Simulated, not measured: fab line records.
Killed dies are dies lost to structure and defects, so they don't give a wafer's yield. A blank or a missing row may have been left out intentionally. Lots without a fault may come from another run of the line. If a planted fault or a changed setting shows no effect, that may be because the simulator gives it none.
fab line records    flow gf180mcu
[record] lots = 13  wafers = 39  lastDay = 34
route steps=602 shown VT_IMPLANT@131 POLY_GATE@175 PSD@261 CONTACT@303
lots untouched by any fault: they come from a run of this same line in which no faults occurred
startH: the number of hours between the record's first day and the start of the first shown wafer of the lot    waitH: time in hours since the lot's previous step    " identical to the entry in the row above    L1.1+2: a single row standing in for several wafers    - either no value or no given start    * or withheld: withheld    < > ~ a bound
route shown NAME@n: names a module that has steps shown in the file, with the first one's number in the route    usual: mean/standard deviation taken from wafers without a fault    same: alike in all rows    chamber/n: place in a boat    sites: each site's reading    _std_site: the values' standard deviation    _edge_site: mean of outer sites minus mean of inner sites    radiusMm: how far each site lies from the wafer's centre    mask NAME#n: copy n    behind: tool/chamber where the wafer was last shaped    hold: the reason the lot was held/the length of the hold in hours/how it ended    device: which transistor (n, p or np) failed to switch    end of line: tests run on the same wafers once the route is complete    for a step that has no rows: nothing shown but its recipe    killed: at the first sort, the dies lost to defects and structure; wafer yield is something else    map: shows each die of a wafer: x if killed, . if not, _ if none is there
set.NAME: the run value of the setting; set.NAME@STEP: its run value at that earlier step    model.NAME: the simulator's own value behind a step, which no gauge read
one table for each step of the route and one row for each wafer, over a sample of lots
services: the hour from which a tool's chamber was out of use, counted from the record's first day as startH (under 0 if before that day), plus the number of hours and why
[[steps]]
[step GF_VT_IMPLANT_IMPLANT_41]
[recipe] species = As  energyKev = 70  doseCm2 = 1.013e+12  tiltDeg = 7
[usual] beamEnergyKeV = 70.005/0.021  endStationPressureTorr = 4.98e-06/2.6e-07
lot.wafer  tool          chamber  startH  waitH  beamEnergyKeV  endStationPressureTorr
L635.2     implanter-03  0        152.69  0.0    69.993         4.98e-06
L635.3     "             0        "       "      69.987         4.36e-06
L635.5     "             0        "       "      69.983         5.04e-06
L637.1     implanter-03  0        170.53  0.0    70.008         4.64e-06
L637.3     "             0        "       "      69.990         4.86e-06
L637.4     "             0        "       "      69.999         5.21e-06
L641.3     implanter-02  0        193.78  0.1    70.019         5.72e-06
L641.5     "             0        "       "      69.985         5.09e-06
L641.6     "             0        "       "      69.993         4.74e-06
L642.1     implanter-03  0        205.88  0.0    69.995         4.81e-06
L642.3     "             0        "       "      69.974         4.72e-06
L642.5     "             0        "       "      70.012         5.12e-06
L644.2     implanter-02  0        228.84  0.0    70.045         5.14e-06
L644.4     "             0        "       "      70.019         4.91e-06
L644.5     "             0        "       "      70.009         5.24e-06
L645.2     implanter-04  0        236.85  0.0    70.005         4.76e-06
L645.5     "             0        "       "      70.003         4.87e-06
L645.6     "             0        "       "      70.023         5.16e-06
L647.1     implanter-04  0        247.13  0.0    69.982         5.29e-06
L647.3     "             0        "       "      70.023         4.82e-06
L647.4     "             0        "       "      69.992         5.29e-06
L648.2     implanter-03  0        247.80  0.0    70.004         5.27e-06
L648.4     "             0        "       "      70.000         4.97e-06
L648.6     "             0        "       "      70.010         5.39e-06
L652.1     implanter-03  0        274.53  0.0    49.620         5.14e-06
L652.2     "             0        "       "      49.624         5.44e-06
L652.4     "             0        "       "      49.659         5.31e-06
L653.1     implanter-04  0        276.21  0.0    69.986         5e-06
L653.2     "             0        "       "      69.989         4.97e-06
L653.6     "             0        "       "      70.012         5.15e-06
L654.4     implanter-03  0        285.00  0.1    49.633         4.98e-06
L654.5     "             0        "       "      49.645         5.06e-06
L654.6     "             0        "       "      49.613         4.88e-06
L657.2     implanter-04  0        304.88  0.1    69.984         4.78e-06
L657.3     "             0        "       "      70.011         4.1e-06
L657.5     "             0        "       "      69.987         5.03e-06
L658.3     implanter-04  0        310.18  0.1    70.001         4.69e-06
L658.4     "             0        "       "      69.981         4.73e-06
L658.5     "             0        "       "      70.003         4.87e-06
[step GF_VT_IMPLANT_TW_MEAS_43]
[usual] VT_IMPLANT_4_TW = 688/4.9
lot.wafer  tool          chamber  startH  waitH  VT_IMPLANT_4_TW
L635.2     filmMetro-04  -        152.93  0.1    690
L635.3     "             -        "       "      693
L635.5     "             -        "       "      690
L637.1     filmMetro-04  -        170.78  0.1    688
L637.3     "             -        "       "      681
L637.4     "             -        "       "      685
L641.3     filmMetro-03  -        194.00  0.1    700
L641.5     "             -        "       "      694
L641.6     "             -        "       "      695
L642.1     filmMetro-03  -        206.13  0.1    698
L642.3     "             -        "       "      696
L642.5     "             -        "       "      700
L644.2     filmMetro-03  -        229.07  0.1    690
L644.4     "             -        "       "      689
L644.5     "             -        "       "      689
L645.2     filmMetro-04  -        237.09  0.1    684
L645.5     "             -        "       "      684
L645.6     "             -        "       "      684
L647.1     filmMetro-04  -        247.38  0.1    681
L647.3     "             -        "       "      680
L647.4     "             -        "       "      681
L648.2     filmMetro-04  -        248.04  0.1    682
L648.4     "             -        "       "      680
L648.6     "             -        "       "      682
L652.1     filmMetro-04  -        274.78  0.1    622
L652.2     "             -        "       "      622
L652.4     "             -        "       "      622
L653.1     filmMetro-01  -        276.46  0.1    681
L653.2     "             -        "       "      685
L653.6     "             -        "       "      684
L654.4     filmMetro-03  -        285.21  0.1    630
L654.5     "             -        "       "      623
L654.6     "             -        "       "      628
L657.2     filmMetro-04  -        305.24  0.1    681
L657.3     "             -        "       "      679
L657.5     "             -        "       "      678
L658.3     filmMetro-03  -        310.40  0.1    696
L658.4     "             -        "       "      697
L658.5     "             -        "       "      692
[step GF_POLY_GATE_CD_MEAS_18]
[usual] cdNm = 279.7/1.7
lot.wafer  tool      chamber  startH  waitH  cdNm
L635.2     cdSem-01  -        194.51  0.1    278.7
L635.3     "         -        "       "      277.2
L635.5     "         -        "       "      279.8
L637.1     cdSem-01  -        213.00  0.1    280.8
L637.3     "         -        "       "      278.1
L637.4     "         -        "       "      280.3
L641.3     cdSem-01  -        237.93  0.1    279.3
L641.5     "         -        "       "      279.1
L641.6     "         -        "       "      277.8
L642.1     cdSem-01  -        248.52  0.1    279.7
L642.3     "         -        "       "      278.1
L642.5     "         -        "       "      279.2
L644.2     cdSem-02  -        277.85  0.1    279.4
L644.4     "         -        "       "      282.0
L644.5     "         -        "       "      280.1
L645.2     cdSem-02  -        284.51  0.2    279.1
L645.5     "         -        "       "      277.3
L645.6     "         -        "       "      278.9
L647.1     cdSem-01  -        292.95  0.1    281.3
L647.3     "         -        "       "      280.5
L647.4     "         -        "       "      281.6
L648.2     cdSem-01  -        293.15  0.1    280.2
L648.4     "         -        "       "      276.5
L648.6     "         -        "       "      279.0
L652.1     cdSem-01  -        327.47  0.1    280.7
L652.2     "         -        "       "      280.2
L652.4     "         -        "       "      278.4
L653.1     cdSem-02  -        327.47  0.1    279.1
L653.2     "         -        "       "      277.0
L653.6     "         -        "       "      281.1
L654.4     cdSem-02  -        338.54  0.1    276.0
L654.5     "         -        "       "      277.4
L654.6     "         -        "       "      279.0
L657.2     cdSem-01  -        360.49  0.1    282.3
L657.3     "         -        "       "      283.2
L657.5     "         -        "       "      282.4
L658.3     cdSem-02  -        370.08  0.1    280.7
L658.4     "         -        "       "      280.5
L658.5     "         -        "       "      278.8
[step GF_PSD_RTA_13]
[recipe] tempC = 1025  timeS = 20  ambient = N2
[usual] annealTempCMax = 1028.6/1.2  lampPowerPct = 30.2/1.5  wafer_temp_C_max = 1031.2/1.4
lot.wafer  tool          chamber  startH  waitH  annealTempCMax  lampPowerPct  wafer_temp_C_max
L635.2     rtpAnneal-01  0        311.38  0.0    1029.1          31.7          1030.3
L635.3     "             0        "       "      1028.7          31.7          1031.3
L635.5     "             0        "       "      1028.3          31.6          1031.4
L637.1     rtpAnneal-01  0        333.26  0.0    1026.9          31.7          1030.7
L637.3     "             0        "       "      1026.9          31.7          1031.5
L637.4     "             0        "       "      1027.9          31.7          1030.7
L641.3     rtpAnneal-01  0        366.39  0.0    1027.0          31.7          1030.4
L641.5     "             0        "       "      1028.7          31.7          1031.4
L641.6     "             0        "       "      1027.1          31.7          1031.6
L642.1     rtpAnneal-01  0        381.41  0.0    1027.2          31.7          1029.9
L642.3     "             0        "       "      1027.2          31.7          1029.8
L642.5     "             0        "       "      1027.0          31.7          1031.4
L644.2     rtpAnneal-02  0        411.07  0.0    1029.7          28.7          1033.2
L644.4     "             0        "       "      1029.6          28.7          1031.4
L644.5     "             0        "       "      1030.1          28.7          1034.5
L645.2     rtpAnneal-01  0        418.48  0.0    1027.5          31.7          1029.1
L645.5     "             0        "       "      1026.8          31.7          1031.1
L645.6     "             0        "       "      1028.3          31.7          1030.1
L647.1     rtpAnneal-01  0        431.52  0.0    1027.5          31.7          1029.2
L647.3     "             0        "       "      1027.3          31.8          1032.2
L647.4     "             0        "       "      1028.4          31.7          1029.8
L648.2     rtpAnneal-02  0        431.57  0.0    1028.3          28.7          1031.4
L648.4     "             0        "       "      1031.1          28.7          1032.2
L648.6     "             0        "       "      1029.5          28.7          1031.5
L653.1     rtpAnneal-02  0        466.56  0.0    1029.7          28.7          1031.4
L653.2     "             0        "       "      1029.9          28.8          1033.7
L653.6     "             0        "       "      1029.3          28.7          1032.6
L652.1     rtpAnneal-01  0        467.47  0.0    1028.0          31.7          1030.2
L652.2     "             0        "       "      1026.7          31.7          1029.8
L652.4     "             0        "       "      1028.8          31.7          1030.0
L654.4     rtpAnneal-02  0        480.60  0.0    1029.9          28.7          1033.3
L654.5     "             0        "       "      1029.4          28.7          1032.5
L654.6     "             0        "       "      1029.7          28.7          1034.0
L657.2     rtpAnneal-02  0        505.63  0.0    1029.5          28.7          1031.3
L657.3     "             0        "       "      1029.1          28.7          1033.7
L657.5     "             0        "       "      1029.0          28.7          1031.7
L658.3     rtpAnneal-01  0        516.59  0.0    1028.2          31.7          1031.9
L658.4     "             0        "       "      1026.9          31.7          1030.5
L658.5     "             0        "       "      1028.4          31.7          1030.6
[step GF_CONTACT_ETCH_16]
[recipe] chemistry = N2/H2  targetDepthA = withheld  overetchA = withheld  timeS = withheld  target = BARC  ionEnergyEv = 200  sourceW = 500  biasW = 100  pressureMtorr = 30  n2FlowSccm = 100  h2FlowSccm = 200
[usual] drypumpMotorCurrentA = 5.6/0.6  oesProductAu = 0.854/0.0043  throttleValvePct = 13.224/0.0087
lot.wafer  tool        chamber  startH  waitH  drypumpMotorCurrentA  oesProductAu  throttleValvePct
L635.2     rieDiel-03  0        354.70  0.0    5.1                   0.855         13.226
L635.3     "           3        "       "      6.6                   0.855         13.241
L635.5     "           3        "       "      6.6                   0.853         13.211
L637.1     rieDiel-01  2        377.25  0.0    6.6                   0.857         13.230
L637.3     "           0        "       "      6.0                   0.854         13.249
L637.4     "           1        "       "      5.8                   0.851         13.220
L641.3     rieDiel-04  0        412.40  0.0    5.4                   0.848         13.215
L641.5     "           0        "       "      5.4                   0.855         13.214
L641.6     "           1        "       "      5.6                   0.847         13.219
L642.1     rieDiel-01  0        430.25  0.0    6.1                   0.860         13.207
L642.3     "           2        "       "      6.6                   0.853         13.231
L642.5     "           0        "       "      6.0                   0.847         13.233
L644.2     rieDiel-03  3        460.40  0.0    6.6                   0.856         13.227
L644.4     "           1        "       "      5.1                   0.858         13.226
L644.5     "           2        "       "      5.1                   0.857         13.231
L645.2     rieDiel-01  2        467.55  0.0    6.6                   0.860         13.210
L645.5     "           2        "       "      6.6                   0.849         13.226
L645.6     "           1        "       "      5.8                   0.856         13.220
L647.1     rieDiel-03  2        482.50  0.0    5.1                   0.858         13.234
L647.3     "           0        "       "      5.1                   0.864         13.213
L647.4     "           1        "       "      5.1                   0.863         13.232
L648.2     rieDiel-04  0        482.85  0.0    5.4                   0.849         13.210
L648.4     "           1        "       "      5.6                   0.858         13.222
L648.6     "           3        "       "      5.0                   0.847         13.229
L653.1     rieDiel-03  1        516.08  0.0    5.0                   0.856         13.227
L653.2     "           3        "       "      6.6                   0.848         13.229
L653.6     "           3        "       "      6.6                   0.859         13.227
L652.1     rieDiel-04  0        517.35  0.0    5.4                   0.847         13.236
L652.2     "           2        "       "      6.1                   0.860         13.223
L652.4     "           0        "       "      5.4                   0.848         13.222
L654.4     rieDiel-03  0        528.35  0.0    5.1                   0.854         13.234
L654.5     "           0        "       "      5.1                   0.864         13.214
L654.6     "           3        "       "      6.6                   0.855         13.217
L657.2     rieDiel-01  0        553.18  0.0    6.0                   0.847         13.218
L657.3     "           3        "       "      5.3                   0.855         13.240
L657.5     "           2        "       "      6.7                   0.853         13.214
L658.3     rieDiel-03  3        563.55  0.0    6.6                   0.845         13.228
L658.4     "           0        "       "      5.1                   0.862         13.229
L658.5     "           2        "       "      5.1                   0.851         13.213
[[services]]
tool          chamber  startH  hours  kind
rieDiel-04    -        133.71  1.2    repair
rieDiel-04    1        141.57  4.5    repair
rieDiel-01    1        162.35  4.1    repair
implanter-03  -        193.28  0.8    repair
implanter-04  -        194.58  4.9    pm
implanter-03  -        228.48  2.3    repair
rieDiel-01    3        240.34  10.7   repair
rieDiel-03    1        275.31  5.6    repair
rieDiel-01    -        278.31  33.7   repair
rieDiel-01    -        288.55  1.9    repair
rieDiel-01    0        292.03  10.3   repair
rtpAnneal-02  -        294.43  4.1    pm
rieDiel-01    1        340.03  4.5    repair
rtpAnneal-01  -        342.83  4.4    pm
rieDiel-03    2        348.04  4.6    repair
implanter-03  -        373.71  5.2    pm
rieDiel-01    -        387.41  1.0    repair
implanter-03  -        387.64  4.1    repair
rieDiel-03    1        424.19  10.0   repair
rieDiel-03    2        452.70  2.6    repair
rieDiel-03    2        482.96  4.8    repair
rieDiel-01    -        522.29  2.8    pm
implanter-03  -        536.99  6.8    repair
rieDiel-01    2        562.99  4.7    repair
[[key]]
[firstSign] step = GF_VT_IMPLANT_IMPLANT_41  reading = beamEnergyKeV  direction = down  sigmas = 99+  usual = 70.005  struck = 49.632
[effect] step = GF_VT_IMPLANT_TW_MEAS_43  reading = VT_IMPLANT_4_TW  direction = down  sigmas = 13  usual = 688  struck = 624
metAt GF_VT_IMPLANT_IMPLANT_41
struckLots L652,L654
testerLeftOut L652,L654
notActingAt GF_POLY_GATE_CD_MEAS_18,GF_PSD_RTA_13,GF_CONTACT_ETCH_16
onsetBetween 247.80 274.53
[fault] kind = processParameterDrift  tool = implanter-03  chamber = -  onsetH = 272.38  steps = GF_VT_IMPLANT_IMPLANT_41  channel = energyKev  offset = -20.368  shape = step  endH = 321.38  actsIn = theseRecipesOnly  stated = 70
// testerLeftOut: of these lots the tester's yield and bins aren't shown, on N5 and GAA mostly nor the transistor test; their killed dies are dies lost to structure and defects alone, not to doping, threshold or leakage, so they don't give the yield
